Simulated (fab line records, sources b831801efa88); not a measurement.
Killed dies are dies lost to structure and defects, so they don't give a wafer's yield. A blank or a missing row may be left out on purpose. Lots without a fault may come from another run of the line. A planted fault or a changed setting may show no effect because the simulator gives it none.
fab line records | flow sky130
record lots=5 wafers=15 last_day=50
route steps=708 shown POLY_CUT@315 SD_P@320 RES_XHIGH@332 SD_N@342
lots that met no fault: from a run of the same line without faults
start_h: hours from the record's first day to the start of the lot's first wafer shown | wait_h: hours since the lot's step before | " the same as in the row above | L1.1+2: a row that stands for several wafers | - no value, or no start given | * or withheld: withheld | < > ~ a bound
route shown NAME@n: a module of which the file shows steps, and the number in the route of the first | usual: mean/standard deviation of fault-free wafers | same: alike in all rows | chamber/n: place in a boat | sites: the reading at each site | _std_site: their standard deviation | _edge_site: outer sites' mean less inner sites' | radius_mm: how far each site lies from the wafer's centre | mask NAME#n: copy n | behind: the tool/chamber that last shaped the wafer | hold: why the lot was held/for how many hours/how that ended | device: the transistor (n, p or np) that didn't switch | end of line: the same wafers' tests at the end of the route | a step without rows: its recipe alone | killed: dies lost to structure and defects at the first sort, not the wafer's yield | map: a wafer's dies, x killed, . not, _ none there
set.NAME: the setting as run; set.NAME@STEP: as run at that earlier step | model.NAME: the simulator's own value behind a step, which no gauge read
lots at some steps of the route; a table a step, a row a wafer
services: from which hour (start_h, from the record's first day; less than 0 if before it) a tool's chamber was out of use, for how many hours, and why
## steps
# step SKY_POLY_CUT_CD_MEAS_08
# recipe target_cd_nm=270
# usual cd_nm=269.9/1.6
# columns lot.wafer tool chamber start_h wait_h cd_nm
L074.2 cd_sem-02 - 571.85 - 270.4
L074.3 " - " " 270.5
L074.4 " - " " 271.1
L075.1 cd_sem-01 - 593.32 - 270.6
L075.3 " - " " 272.1
L075.6 " - " " 271.5
L087.1 cd_sem-02 - 665.43 - 268.6
L087.4 " - " " 267.2
L087.5 " - " " 268.3
L094.2 cd_sem-01 - 728.20 - 271.2
L094.3 " - " " 268.2
L094.6 " - " " 267.7
L095.2 cd_sem-02 - 730.59 - 270.1
L095.3 " - " " 270.6
L095.4 " - " " 270.3
# step SKY_POLY_CUT_OVL_MEAS_09
# usual POLY_CUT_OVL=0/5
# columns lot.wafer tool chamber start_h wait_h POLY_CUT_OVL[nm]
L074.2 overlay-02 - 571.95 0.1 -11
L074.3 " - " " -1
L074.4 " - " " -11
L075.1 overlay-02 - 593.44 0.1 2
L075.3 " - " " 1
L075.6 " - " " -2
L087.1 overlay-01 - 665.55 0.1 -3
L087.4 " - " " 0
L087.5 " - " " -4
L094.2 overlay-02 - 728.30 0.1 5
L094.3 " - " " 0
L094.6 " - " " -1
L095.2 overlay-02 - 730.69 0.1 2
L095.3 " - " " -4
L095.4 " - " " 4
# step SKY_POLY_CUT_ETCH_10
# recipe chemistry=N2/H2 target=BARC ion_energy_ev=200 source_w=500 bias_w=100 pressure_mtorr=30 n2_flow_sccm=100 h2_flow_sccm=200 stop_on=SiO2 time_s=45.9 target_depth_a=600
# usual chamber_pressure_mTorr=30.000/0.028 drypump_motor_current_A=5.9/0.45 oes_product_au=0.855/0.0046 throttle_valve_pct=13.224/0.0098
# columns lot.wafer tool chamber start_h wait_h chamber_pressure_mTorr drypump_motor_current_A oes_product_au rf_hours_counter_h throttle_valve_pct
L074.2 rie_diel-04 3 571.98 0.0 29.969 6.0 0.848 6 13.231
L074.3 " 0 " " 29.989 5.9 0.857 43 13.231
L074.4 " 2 " " 30.017 5.3 0.856 6 13.228
L075.1 rie_diel-04 0 593.47 0.0 29.992 5.9 0.855 43 13.231
L075.3 " 2 " " 30.004 5.3 0.857 6 13.220
L075.6 " 3 " " 29.989 6.0 0.856 - 13.216
L087.1 rie_diel-01 1 665.58 0.0 29.987 6.7 0.849 31 13.221
L087.4 " 3 " " 30.061 5.2 0.854 11 13.224
L087.5 " 1 " " 29.972 6.7 0.861 - 13.221
L094.2 rie_diel-02 1 728.33 0.0 30.011 6.5 0.855 2 13.241
L094.3 " 0 " " 29.975 5.8 0.846 8 13.224
L094.6 " 1 " " 30.005 6.5 0.849 - 13.220
L095.2 rie_diel-01 1 730.72 0.0 30.006 6.7 0.857 32 13.225
L095.3 " 2 " " 30.018 6.1 0.859 31 13.216
L095.4 " 0 " " 30.000 5.8 0.861 10 13.222
# step SKY_POLY_CUT_ETCH_11
# recipe target=Si3N4 chemistry=CF4/CH2F2/Ar stop_on=poly-Si source_w=600 bias_w=144.6 pressure_mtorr=40 cf4_flow_sccm=40 ch2f2_flow_sccm=20 Ar_flow_sccm=150 time_s=42.5 target_depth_a=600
# usual chamber_pressure_mTorr=40.00/0.036 drypump_motor_current_A=5.9/0.46 oes_product_au=0.830/0.0055 throttle_valve_pct=14.996/0.0094
# columns lot.wafer tool chamber start_h wait_h chamber_pressure_mTorr drypump_motor_current_A oes_product_au rf_hours_counter_h throttle_valve_pct
L074.2 rie_diel-04 3 572.02 0.0 40.00 6.0 0.834 6 14.996
L074.3 " 0 " " 40.02 5.9 0.829 43 14.994
L074.4 " 2 " " 39.99 5.4 0.834 6 15.012
L075.1 rie_diel-04 0 593.51 0.0 39.96 5.9 0.834 43 14.988
L075.3 " 2 " " 40.05 5.4 0.836 6 15.003
L075.6 " 3 " " 39.99 6.0 0.840 - 15.001
L087.1 rie_diel-01 1 665.62 0.0 40.00 6.7 0.843 31 15.006
L087.4 " 3 " " 39.95 5.2 0.826 11 15.005
L087.5 " 1 " " 40.06 6.7 0.825 - 15.005
L094.2 rie_diel-02 1 728.37 0.0 40.01 6.5 0.838 2 14.999
L094.3 " 0 " " 39.94 5.9 0.829 8 14.991
L094.6 " 1 " " 39.96 6.5 0.830 - 14.990
L095.2 rie_diel-01 1 730.77 0.0 40.01 6.7 0.837 32 15.020
L095.3 " 2 " " 39.97 6.1 0.832 31 15.000
L095.4 " 0 " " 40.02 5.8 0.833 10 14.990
# step SKY_POLY_CUT_STRIP_12
# recipe chemistry=O2/N2 power_w=1400 pressure_mtorr=1500 platen_temp_c=withheld o2_flow_sccm=3000 n2_flow_sccm=300 overash_fraction=0.5
# usual chamber_pressure_mTorr=1500.1/1.5 drypump_motor_current_A=5.4/0.44 o2_flow_sccm=3001/8.8 oes_product_au=0.453/0.0043 strip_time_to_endpoint_s=5.362/0.019
# same overash_fraction=0.5
# columns lot.wafer tool chamber start_h wait_h chamber_pressure_mTorr drypump_motor_current_A o2_flow_sccm oes_product_au rf_hours_counter_h strip_time_to_endpoint_s
L074.2 plasma_asher-02 1 572.06 0.0 1499.4 4.8 3008 0.447 72 5.353
L074.3 " 0 " " 1498.5 5.4 3007 0.455 - 5.331
L074.4 " 1 " " 1500.8 4.7 3005 0.457 - 5.354
L075.1 plasma_asher-02 0 593.55 0.0 1499.9 5.5 3003 0.459 75 5.353
L075.3 " 1 " " 1500.5 4.8 3016 0.458 - 5.344
L075.6 " 1 " " 1501.6 4.7 2987 0.440 - 5.366
L087.1 plasma_asher-04 0 665.66 0.0 1502.7 5.4 2987 0.449 24 5.339
L087.4 " 0 " " 1499.7 5.4 3011 0.448 - 5.360
L087.5 " 1 " " 1503.9 5.8 3014 0.455 - 5.353
L094.2 plasma_asher-04 1 728.41 0.0 1500.3 5.8 3000 0.447 30 5.393
L094.3 " 0 " " 1500.3 5.4 3008 0.444 - 5.393
L094.6 " 0 " " 1499.3 5.4 2993 0.451 - 5.378
L095.2 plasma_asher-04 0 730.81 0.0 1500.4 5.4 2991 0.450 30 5.356
L095.3 " 0 " " 1503.2 5.4 3001 0.452 - 5.356
L095.4 " 1 " " 1503.4 5.8 3002 0.447 - 5.364
# step SKY_SD_P_DEHYDRATE_00
# recipe temp_c=200 time_s=60
# columns lot.wafer tool chamber start_h wait_h
L074.2+3+4 litho_track-04 0 586.66 14.6
L075.1+3+6 litho_track-04 0 607.78 14.2
L087.1+4+5 litho_track-04 0 679.73 14.0
L094.2+3+6 litho_track-03 0 741.85 13.4
L095.2+3+4 litho_track-02 0 744.19 13.3
# step SKY_SD_P_HMDS_01
# recipe prime_time_s=60 prime_temp_c=120
# columns lot.wafer tool chamber start_h wait_h
L074.2+3+4 litho_track-04 0 586.81 0.1
L075.1+3+6 litho_track-04 0 607.93 0.1
L087.1+4+5 litho_track-04 0 679.88 0.1
L094.2+3+6 litho_track-03 0 742.00 0.1
L095.2+3+4 litho_track-02 0 744.34 0.1
# step SKY_SD_P_COAT_02
# recipe resist=NOVOLAK spin_rpm=3000 resist_thk_nm=1140
# columns lot.wafer tool chamber start_h wait_h
L074.2+3+4 litho_track-04 0 586.96 0.1
L075.1+3+6 litho_track-04 0 608.08 0.1
L087.1+4+5 litho_track-04 0 680.03 0.1
L094.2+3+6 litho_track-03 0 742.15 0.1
L095.2+3+4 litho_track-02 0 744.49 0.1
# step SKY_SD_P_SOFTBAKE_03
# recipe temp_c=90 time_s=60 resist=NOVOLAK
# columns lot.wafer tool chamber start_h wait_h
L074.2+3+4 litho_track-04 0 587.11 0.1
L075.1+3+6 litho_track-04 0 608.23 0.1
L087.1+4+5 litho_track-04 0 680.18 0.1
L094.2+3+6 litho_track-03 0 742.30 0.1
L095.2+3+4 litho_track-02 0 744.64 0.1
# step SKY_SD_P_EXPOSE_04
# recipe mask_id=PSDM na=0.6 source_shape=conventional sigma_outer=0.6 polarization=unpolarized target_cd_nm=380 dose_mj=138
# usual exposure_dose_mJ_cm2=137.89/0.15
# columns lot.wafer tool chamber start_h wait_h mask exposure_dose_mJ_cm2
L074.2 iline_stepper-02 0 - - PSDM#0 137.99
L074.3 " 0 " " PSDM#0 137.90
L074.4 " 0 " " PSDM#0 137.84
L075.1 iline_stepper-02 0 - - PSDM#0 137.88
L075.3 " 0 " " PSDM#0 137.86
L075.6 " 0 " " PSDM#0 137.88
L087.1 iline_stepper-02 0 - - PSDM#0 137.88
L087.4 " 0 " " PSDM#0 137.84
L087.5 " 0 " " PSDM#0 137.75
L094.2 iline_stepper-02 0 - - PSDM#0 137.89
L094.3 " 0 " " PSDM#0 137.76
L094.6 " 0 " " PSDM#0 137.71
L095.2 iline_stepper-01 0 - - PSDM#0 137.88
L095.3 " 0 " " PSDM#0 137.98
L095.4 " 0 " " PSDM#0 138.14
# step SKY_SD_P_PEB_05
# recipe temp_c=withheld time_s=* resist=NOVOLAK
# columns lot.wafer tool chamber start_h wait_h
L074.2+3+4 litho_track-04 0 - -
L075.1+3+6 litho_track-03 0 - -
L087.1+4+5 litho_track-02 0 - -
L094.2+3+6 litho_track-03 0 - -
L095.2+3+4 litho_track-02 0 - -
# step SKY_SD_P_DEVELOP_06
# recipe resist=NOVOLAK developer=TMAH develop_time_s=60 dev_temp_c=23
# same develop_time_s=60
# columns lot.wafer tool chamber start_h wait_h
L074.2+3+4 litho_track-04 0 601.26 0.1
L075.1+3+6 litho_track-03 0 622.83 0.1
L087.1+4+5 litho_track-02 0 693.02 0.1
L094.2+3+6 litho_track-03 0 755.45 0.1
L095.2+3+4 litho_track-02 0 758.49 0.1
# step SKY_SD_P_CD_MEAS_07
# recipe target_cd_nm=380
# usual cd_nm=380.0/2.5
# columns lot.wafer tool chamber start_h wait_h cd_nm
L074.2 cd_sem-01 - 601.40 0.1 379.2
L074.3 " - " " 380.0
L074.4 " - " " 381.0
L075.1 cd_sem-02 - 622.98 0.1 385.3
L075.3 " - " " 384.4
L075.6 " - " " 385.7
L087.1 cd_sem-01 - 693.17 0.1 383.7
L087.4 " - " " 386.1
L087.5 " - " " 384.8
L094.2 cd_sem-02 - 755.60 0.1 380.2
L094.3 " - " " 381.1
L094.6 " - " " 377.0
L095.2 cd_sem-02 - 758.64 0.1 380.2
L095.3 " - " " 379.5
L095.4 " - " " 376.2
# step SKY_SD_P_OVL_MEAS_08
# usual SD_P_OVL=0.0/1.5
# columns lot.wafer tool chamber start_h wait_h SD_P_OVL[nm]
L074.2 overlay-02 - 601.51 0.1 -1.1
L074.3 " - " " -2.2
L074.4 " - " " -2.1
L075.1 overlay-02 - 623.10 0.1 0.7
L075.3 " - " " -0.2
L075.6 " - " " -1.2
L087.1 overlay-01 - 693.29 0.1 -0.4
L087.4 " - " " 2.8
L087.5 " - " " 0.6
L094.2 overlay-02 - 755.71 0.1 -1.3
L094.3 " - " " 0.2
L094.6 " - " " 0.0
L095.2 overlay-01 - 758.74 0.1 3.0
L095.3 " - " " 2.4
L095.4 " - " " 2.2
# step SKY_SD_P_IMPLANT_09
# recipe species=BF2 energy_kev=20 dose_cm2=3.022e+15 tilt_deg=0
# usual end_station_pressure_torr=1.44e-05/8.8e-07 faraday_current_uA=12426/460
# columns lot.wafer tool chamber start_h wait_h end_station_pressure_torr faraday_current_uA
L074.2 implanter-04 0 601.56 0.0 1.56e-05 12581
L074.3 " 0 " " 1.54e-05 12458
L074.4 " 0 " " 1.46e-05 12299
L075.1 implanter-03 0 623.13 0.0 1.35e-05 11721
L075.3 " 0 " " 1.51e-05 12343
L075.6 " 0 " " 1.35e-05 11745
L087.1 implanter-01 0 693.32 0.0 1.34e-05 12734
L087.4 " 0 " " 1.53e-05 12568
L087.5 " 0 " " 1.43e-05 12462
L094.2 implanter-01 0 755.76 0.0 1.46e-05 12669
L094.3 " 0 " " 1.52e-05 12778
L094.6 " 0 " " 1.5e-05 13027
L095.2 implanter-04 0 758.80 0.0 1.56e-05 12317
L095.3 " 0 " " 1.47e-05 12842
L095.4 " 0 " " 1.55e-05 12680
# step SKY_SD_P_STRIP_10
# recipe chemistry=O2/N2 power_w=1400 pressure_mtorr=1500 platen_temp_c=withheld o2_flow_sccm=3000 n2_flow_sccm=300 overash_fraction=0.5
# usual chamber_pressure_mTorr=1500.0/1.4 drypump_motor_current_A=5.9/0.37 o2_flow_sccm=3000/8.5 oes_product_au=0.618/0.0045 strip_time_to_endpoint_s=17.51/0.047
# same overash_fraction=0.5
# columns lot.wafer tool chamber start_h wait_h chamber_pressure_mTorr drypump_motor_current_A o2_flow_sccm oes_product_au rf_hours_counter_h strip_time_to_endpoint_s
L074.2 plasma_asher-01 0 601.69 0.1 1498.8 6.3 3010 0.622 92 17.53
L074.3 " 0 " " 1502.1 6.3 2990 0.611 - 17.56
L074.4 " 1 " " 1500.6 6.1 2999 0.623 - 17.51
L075.1 plasma_asher-04 0 623.28 0.1 1499.7 5.4 3006 0.617 19 17.45
L075.3 " 1 " " 1500.4 5.8 2985 0.616 - 17.48
L075.6 " 1 " " 1499.4 5.8 2996 0.619 - 17.49
L087.1 plasma_asher-03 1 693.47 0.1 1499.9 5.3 2999 0.620 59 17.45
L087.4 " 0 " " 1501.7 6.2 3005 0.613 - 17.41
L087.5 " 0 " " 1498.7 6.2 3002 0.622 - 17.47
L094.2 plasma_asher-03 1 755.89 0.1 1499.3 5.3 3003 0.625 65 17.54
L094.3 " 1 " " 1499.7 5.3 2988 0.623 - 17.49
L094.6 " 1 " " 1499.1 5.3 3003 0.611 - 17.53
L095.2 plasma_asher-01 1 758.92 0.1 1500.6 6.1 3006 0.612 1 17.50
L095.3 " 0 " " 1501.2 6.3 2993 0.618 - 17.46
L095.4 " 1 " " 1498.4 6.1 3001 0.619 - 17.48
# step SKY_SD_P_TW_MEAS_11
# usual SD_P_TW=2845/33
# columns lot.wafer tool chamber start_h wait_h SD_P_TW
L074.2 film_metro-02 - 601.80 0.1 2788
L074.3 " - " " 2780
L074.4 " - " " 2796
L075.1 film_metro-02 - 623.38 0.1 2786
L075.3 " - " " 2780
L075.6 " - " " 2807
L087.1 film_metro-02 - 693.57 0.1 2844
L087.4 " - " " 2834
L087.5 " - " " 2840
L094.2 film_metro-04 - 755.99 0.1 2849
L094.3 " - " " 2850
L094.6 " - " " 2871
L095.2 film_metro-04 - 759.03 0.1 2864
L095.3 " - " " 2859
L095.4 " - " " 2874
# step SKY_RES_XHIGH_DEHYDRATE_00
# recipe temp_c=200 time_s=60
# columns lot.wafer tool chamber start_h wait_h
L074.2+3+4 litho_track-04 0 615.76 13.9
L075.1+3+6 litho_track-01 0 636.78 13.4
L087.1+4+5 litho_track-01 0 707.73 14.1
L094.2+3+6 litho_track-01 0 769.35 13.3
L095.2+3+4 litho_track-04 0 772.36 13.3
# step SKY_RES_XHIGH_HMDS_01
# recipe prime_time_s=60 prime_temp_c=120
# columns lot.wafer tool chamber start_h wait_h
L074.2+3+4 litho_track-04 0 615.91 0.1
L075.1+3+6 litho_track-01 0 636.93 0.1
L087.1+4+5 litho_track-01 0 707.88 0.1
L094.2+3+6 litho_track-01 0 769.50 0.1
L095.2+3+4 litho_track-04 0 772.51 0.1
# step SKY_RES_XHIGH_COAT_02
# recipe resist=NOVOLAK spin_rpm=3000 resist_thk_nm=1140
# columns lot.wafer tool chamber start_h wait_h
L074.2+3+4 litho_track-04 0 616.06 0.1
L075.1+3+6 litho_track-01 0 637.08 0.1
L087.1+4+5 litho_track-01 0 708.03 0.1
L094.2+3+6 litho_track-01 0 769.65 0.1
L095.2+3+4 litho_track-04 0 772.66 0.1
# step SKY_RES_XHIGH_SOFTBAKE_03
# recipe temp_c=90 time_s=60 resist=NOVOLAK
# columns lot.wafer tool chamber start_h wait_h
L074.2+3+4 litho_track-04 0 616.21 0.1
L075.1+3+6 litho_track-01 0 637.23 0.1
L087.1+4+5 litho_track-01 0 708.18 0.1
L094.2+3+6 litho_track-01 0 769.80 0.1
L095.2+3+4 litho_track-04 0 772.81 0.1
# step SKY_RES_XHIGH_EXPOSE_04
# recipe mask_id=URPM na=0.6 source_shape=conventional sigma_outer=0.6 polarization=unpolarized target_cd_nm=1270 dose_mj=140
# usual exposure_dose_mJ_cm2=140.01/0.13
# columns lot.wafer tool chamber start_h wait_h mask exposure_dose_mJ_cm2
L074.2 iline_stepper-02 0 - - URPM#0 140.24
L074.3 " 0 " " URPM#0 140.11
L074.4 " 0 " " URPM#0 140.17
L075.1 iline_stepper-01 0 - - URPM#0 140.10
L075.3 " 0 " " URPM#0 139.90
L075.6 " 0 " " URPM#0 139.81
L087.1 iline_stepper-01 0 - - URPM#0 139.91
L087.4 " 0 " " URPM#0 139.97
L087.5 " 0 " " URPM#0 140.04
L094.2 iline_stepper-02 0 - - URPM#0 140.06
L094.3 " 0 " " URPM#0 140.32
L094.6 " 0 " " URPM#0 140.26
L095.2 iline_stepper-01 0 - - URPM#0 139.90
L095.3 " 0 " " URPM#0 140.09
L095.4 " 0 " " URPM#0 139.98
# step SKY_RES_XHIGH_PEB_05
# recipe temp_c=withheld time_s=* resist=NOVOLAK
# columns lot.wafer tool chamber start_h wait_h
L074.2+3+4 litho_track-03 0 - -
L075.1+3+6 litho_track-04 0 - -
L087.1+4+5 litho_track-04 0 - -
L094.2+3+6 litho_track-01 0 - -
L095.2+3+4 litho_track-04 0 - -
# step SKY_RES_XHIGH_DEVELOP_06
# recipe resist=NOVOLAK developer=TMAH develop_time_s=60 dev_temp_c=23
# same develop_time_s=60
# columns lot.wafer tool chamber start_h wait_h
L074.2+3+4 litho_track-03 0 630.20 0.1
L075.1+3+6 litho_track-04 0 651.73 0.1
L087.1+4+5 litho_track-04 0 721.93 0.1
L094.2+3+6 litho_track-01 0 782.10 0.1
L095.2+3+4 litho_track-04 0 785.46 0.1
# step SKY_RES_XHIGH_IMPLANT_07
# recipe species=BF2 energy_kev=20 dose_cm2=3.6e+14 tilt_deg=0
# usual end_station_pressure_torr=5.24e-06/2.7e-07 faraday_current_uA=539/27
# columns lot.wafer tool chamber start_h wait_h end_station_pressure_torr faraday_current_uA
L074.2 implanter-01 0 630.35 0.1 5e-06 563
L074.3 " 0 " " 4.77e-06 576
L074.4 " 0 " " 5.46e-06 554
L075.1 implanter-01 0 651.88 0.1 5.2e-06 568
L075.3 " 0 " " 5.21e-06 570
L075.6 " 0 " " 5.92e-06 562
L087.1 implanter-01 0 722.08 0.1 4.99e-06 562
L087.4 " 0 " " 5.12e-06 556
L087.5 " 0 " " 5.59e-06 537
L094.2 implanter-03 0 782.25 0.1 4.74e-06 529
L094.3 " 0 " " 5.22e-06 533
L094.6 " 0 " " 5.26e-06 524
L095.2 implanter-03 0 785.61 0.1 4.88e-06 535
L095.3 " 0 " " 5.61e-06 525
L095.4 " 0 " " 5.26e-06 528
# step SKY_RES_XHIGH_STRIP_08
# recipe chemistry=O2/N2 power_w=1400 pressure_mtorr=1500 platen_temp_c=withheld o2_flow_sccm=3000 n2_flow_sccm=300 overash_fraction=0.5
# usual chamber_pressure_mTorr=1500.0/1.3 drypump_motor_current_A=5.5/0.41 o2_flow_sccm=3002/10 oes_product_au=0.712/0.0044 strip_time_to_endpoint_s=14.31/0.041
# same overash_fraction=0.5
# columns lot.wafer tool chamber start_h wait_h chamber_pressure_mTorr drypump_motor_current_A o2_flow_sccm oes_product_au rf_hours_counter_h strip_time_to_endpoint_s
L074.2 plasma_asher-02 0 630.48 0.1 1501.3 5.4 2991 0.713 79 14.31
L074.3 " 0 " " 1500.2 5.4 3018 0.709 - 14.36
L074.4 " 1 " " 1497.5 4.7 3004 0.721 - 14.28
L075.1 plasma_asher-04 1 652.03 0.1 1498.7 5.8 2987 0.716 22 14.38
L075.3 " 1 " " 1499.9 5.8 2990 0.723 - 14.34
L075.6 " 1 " " 1500.7 5.8 2996 0.708 - 14.30
L087.1 plasma_asher-04 1 722.23 0.1 1500.1 5.8 3009 0.710 29 14.34
L087.4 " 1 " " 1498.3 5.8 2999 0.712 - 14.33
L087.5 " 0 " " 1496.9 5.4 2998 0.706 - 14.32
L094.2 plasma_asher-02 1 782.38 0.1 1497.8 4.8 2990 0.709 94 14.27
L094.3 " 1 " " 1500.1 4.7 2999 0.718 - 14.29
L094.6 " 0 " " 1499.7 5.4 2984 0.716 - 14.32
L095.2 plasma_asher-04 0 785.73 0.1 1498.1 5.4 3026 0.707 36 14.28
L095.3 " 1 " " 1500.1 5.9 3010 0.712 - 14.32
L095.4 " 0 " " 1500.8 5.4 3011 0.704 - 14.29
# step SKY_RES_XHIGH_TW_MEAS_09
# usual RES_XHIGH_TW=1654/20
# columns lot.wafer tool chamber start_h wait_h RES_XHIGH_TW
L074.2 film_metro-02 - 630.59 0.1 1610
L074.3 " - " " 1612
L074.4 " - " " 1613
L075.1 film_metro-03 - 652.13 0.1 1672
L075.3 " - " " 1661
L075.6 " - " " 1654
L087.1 film_metro-04 - 722.33 0.1 1670
L087.4 " - " " 1671
L087.5 " - " " 1670
L094.2 film_metro-04 - 782.49 0.1 1673
L094.3 " - " " 1662
L094.6 " - " " 1678
L095.2 film_metro-04 - 785.84 0.1 1671
L095.3 " - " " 1674
L095.4 " - " " 1673
# step SKY_SD_N_DEHYDRATE_00
# recipe temp_c=200 time_s=60
# columns lot.wafer tool chamber start_h wait_h
L074.2+3+4 litho_track-02 0 644.54 13.9
L075.1+3+6 litho_track-01 0 665.43 13.3
L087.1+4+5 litho_track-02 0 735.87 13.5
L094.2+3+6 litho_track-01 0 795.45 13.0
L095.2+3+4 litho_track-04 0 798.41 12.6
# step SKY_SD_N_HMDS_01
# recipe prime_time_s=60 prime_temp_c=120
# columns lot.wafer tool chamber start_h wait_h
L074.2+3+4 litho_track-02 0 644.69 0.1
L075.1+3+6 litho_track-01 0 665.58 0.1
L087.1+4+5 litho_track-02 0 736.02 0.1
L094.2+3+6 litho_track-01 0 795.60 0.1
L095.2+3+4 litho_track-04 0 798.56 0.1
# step SKY_SD_N_COAT_02
# recipe resist=NOVOLAK spin_rpm=3000 resist_thk_nm=1140
# columns lot.wafer tool chamber start_h wait_h
L074.2+3+4 litho_track-02 0 644.84 0.1
L075.1+3+6 litho_track-01 0 665.73 0.1
L087.1+4+5 litho_track-02 0 736.17 0.1
L094.2+3+6 litho_track-01 0 795.75 0.1
L095.2+3+4 litho_track-04 0 798.71 0.1
# step SKY_SD_N_SOFTBAKE_03
# recipe temp_c=90 time_s=60 resist=NOVOLAK
# columns lot.wafer tool chamber start_h wait_h
L074.2+3+4 litho_track-02 0 644.99 0.1
L075.1+3+6 litho_track-01 0 665.88 0.1
L087.1+4+5 litho_track-02 0 736.32 0.1
L094.2+3+6 litho_track-01 0 795.90 0.1
L095.2+3+4 litho_track-04 0 798.86 0.1
# step SKY_SD_N_EXPOSE_04
# recipe mask_id=NSDM na=0.6 source_shape=conventional sigma_outer=0.6 polarization=unpolarized target_cd_nm=380 dose_mj=141
# usual exposure_dose_mJ_cm2=140.86/0.18
# columns lot.wafer tool chamber start_h wait_h mask exposure_dose_mJ_cm2
L074.2 iline_stepper-02 0 - - NSDM#0 140.74
L074.3 " 0 " " NSDM#0 140.66
L074.4 " 0 " " NSDM#0 140.80
L075.1 iline_stepper-02 0 - - NSDM#0 140.96
L075.3 " 0 " " NSDM#0 140.91
L075.6 " 0 " " NSDM#0 141.01
L087.1 iline_stepper-01 0 - - NSDM#0 140.98
L087.4 " 0 " " NSDM#0 141.01
L087.5 " 0 " " NSDM#0 140.91
L094.2 iline_stepper-01 0 - - NSDM#0 140.82
L094.3 " 0 " " NSDM#0 140.92
L094.6 " 0 " " NSDM#0 140.84
L095.2 iline_stepper-02 0 - - NSDM#0 140.71
L095.3 " 0 " " NSDM#0 140.79
L095.4 " 0 " " NSDM#0 141.02
# step SKY_SD_N_PEB_05
# recipe temp_c=withheld time_s=* resist=NOVOLAK
# columns lot.wafer tool chamber start_h wait_h
L074.2+3+4 litho_track-04 0 - -
L075.1+3+6 litho_track-01 0 - -
L087.1+4+5 litho_track-01 0 - -
L094.2+3+6 litho_track-02 0 - -
L095.2+3+4 litho_track-01 0 - -
# step SKY_SD_N_DEVELOP_06
# recipe resist=NOVOLAK developer=TMAH develop_time_s=60 dev_temp_c=23
# same develop_time_s=60
# columns lot.wafer tool chamber start_h wait_h
L074.2+3+4 litho_track-04 0 658.91 0.1
L075.1+3+6 litho_track-01 0 679.78 0.1
L087.1+4+5 litho_track-01 0 749.08 0.1
L094.2+3+6 litho_track-02 0 808.69 0.1
L095.2+3+4 litho_track-01 0 811.50 0.1
# step SKY_SD_N_CD_MEAS_07
# recipe target_cd_nm=380
# usual cd_nm=380.1/2.2
# columns lot.wafer tool chamber start_h wait_h cd_nm
L074.2 cd_sem-02 - 659.05 0.1 377.2
L074.3 " - " " 375.5
L074.4 " - " " 376.6
L075.1 cd_sem-01 - 679.94 0.1 379.3
L075.3 " - " " 378.1
L075.6 " - " " 377.8
L087.1 cd_sem-01 - 749.25 0.2 378.8
L087.4 " - " " 380.8
L087.5 " - " " 378.8
L094.2 cd_sem-02 - 808.84 0.1 379.5
L094.3 " - " " 379.7
L094.6 " - " " 381.0
L095.2 cd_sem-01 - 811.65 0.1 382.1
L095.3 " - " " 378.5
L095.4 " - " " 381.1
# step SKY_SD_N_OVL_MEAS_08
# usual SD_N_OVL=-0.2/1.5
# columns lot.wafer tool chamber start_h wait_h SD_N_OVL[nm]
L074.2 overlay-01 - 659.16 0.1 0.6
L074.3 " - " " 0.1
L074.4 " - " " 1.4
L075.1 overlay-01 - 680.06 0.1 0.8
L075.3 " - " " -0.1
L075.6 " - " " 2.3
L087.1 overlay-02 - 749.37 0.1 0.7
L087.4 " - " " 0.2
L087.5 " - " " 2.1
L094.2 overlay-02 - 808.94 0.1 -1.7
L094.3 " - " " -0.1
L094.6 " - " " -0.2
L095.2 overlay-02 - 811.75 0.1 1.0
L095.3 " - " " 1.5
L095.4 " - " " 2.3
# step SKY_SD_N_IMPLANT_09
# recipe species=As energy_kev=50 dose_cm2=4e+15 tilt_deg=0
# usual end_station_pressure_torr=1.35e-05/9.7e-07 faraday_current_uA=12265/740
# columns lot.wafer tool chamber start_h wait_h end_station_pressure_torr faraday_current_uA
L074.2 implanter-02 0 659.21 0.0 1.31e-05 11288
L074.3 " 0 " " 1.26e-05 11281
L074.4 " 0 " " 1.22e-05 11352
L075.1 implanter-01 0 680.09 0.0 1.48e-05 12496
L075.3 " 0 " " 1.5e-05 12594
L075.6 " 0 " " 1.44e-05 12600
L087.1 implanter-02 0 749.41 0.0 1.18e-05 11335
L087.4 " 0 " " 1.28e-05 11696
L087.5 " 0 " " 1.28e-05 11277
L094.2 implanter-02 0 809.00 0.0 1.2e-05 11673
L094.3 " 0 " " 1.23e-05 11282
L094.6 " 0 " " 1.23e-05 11406
L095.2 implanter-02 0 811.81 0.0 1.19e-05 11412
L095.3 " 0 " " 1.32e-05 11082
L095.4 " 0 " " 1.16e-05 11235
# step SKY_SD_N_IMPLANT_10
# recipe species=P energy_kev=20 dose_cm2=1e+14 tilt_deg=0
# usual end_station_pressure_torr=5.47e-06/2.6e-07 faraday_current_uA=535/33
# columns lot.wafer tool chamber start_h wait_h end_station_pressure_torr faraday_current_uA
L074.2 implanter-02 0 659.36 0.1 4.98e-06 488
L074.3 " 0 " " 5.45e-06 494
L074.4 " 0 " " 5.37e-06 490
L075.1 implanter-01 0 680.24 0.1 5.21e-06 557
L075.3 " 0 " " 5.51e-06 539
L075.6 " 0 " " 5.67e-06 553
L087.1 implanter-02 0 749.56 0.1 5.45e-06 502
L087.4 " 0 " " 4.89e-06 511
L087.5 " 0 " " 5.45e-06 467
L094.2 implanter-02 0 809.15 0.1 5.84e-06 478
L094.3 " 0 " " 5.26e-06 501
L094.6 " 0 " " 5.54e-06 491
L095.2 implanter-02 0 811.96 0.1 5.8e-06 495
L095.3 " 0 " " 5.15e-06 487
L095.4 " 0 " " 5.69e-06 470
## services
# columns tool chamber start_h hours kind
rie_diel-01 2 560.15 4.3 repair
iline_stepper-01 - 568.72 2.1 pm
implanter-01 - 590.83 6.2 pm
implanter-03 - 592.37 4.9 repair
iline_stepper-01 - 596.31 8.9 pm
implanter-04 - 601.94 0.8 repair
rie_diel-04 - 606.08 14.6 pm
iline_stepper-02 - 624.31 1.7 pm
implanter-02 - 625.54 16.6 pm
iline_stepper-02 - 629.79 1.5 repair
rie_diel-04 1 650.34 5.6 repair
iline_stepper-01 - 662.04 1.7 pm
implanter-01 - 662.51 4.7 pm
implanter-03 - 667.92 32.1 pm
rie_diel-04 - 669.53 1.6 repair
implanter-02 - 676.88 53.7 repair
rie_diel-04 2 689.74 10.1 repair
implanter-02 - 699.35 1.4 repair
implanter-03 - 700.01 4.9 pm
iline_stepper-02 - 714.51 2.4 repair
plasma_asher-02 - 717.55 2.3 repair
rie_diel-04 3 734.18 3.0 repair
implanter-02 - 797.74 3.3 repair
implanter-02 - 805.33 3.5 repair
## key
fault none
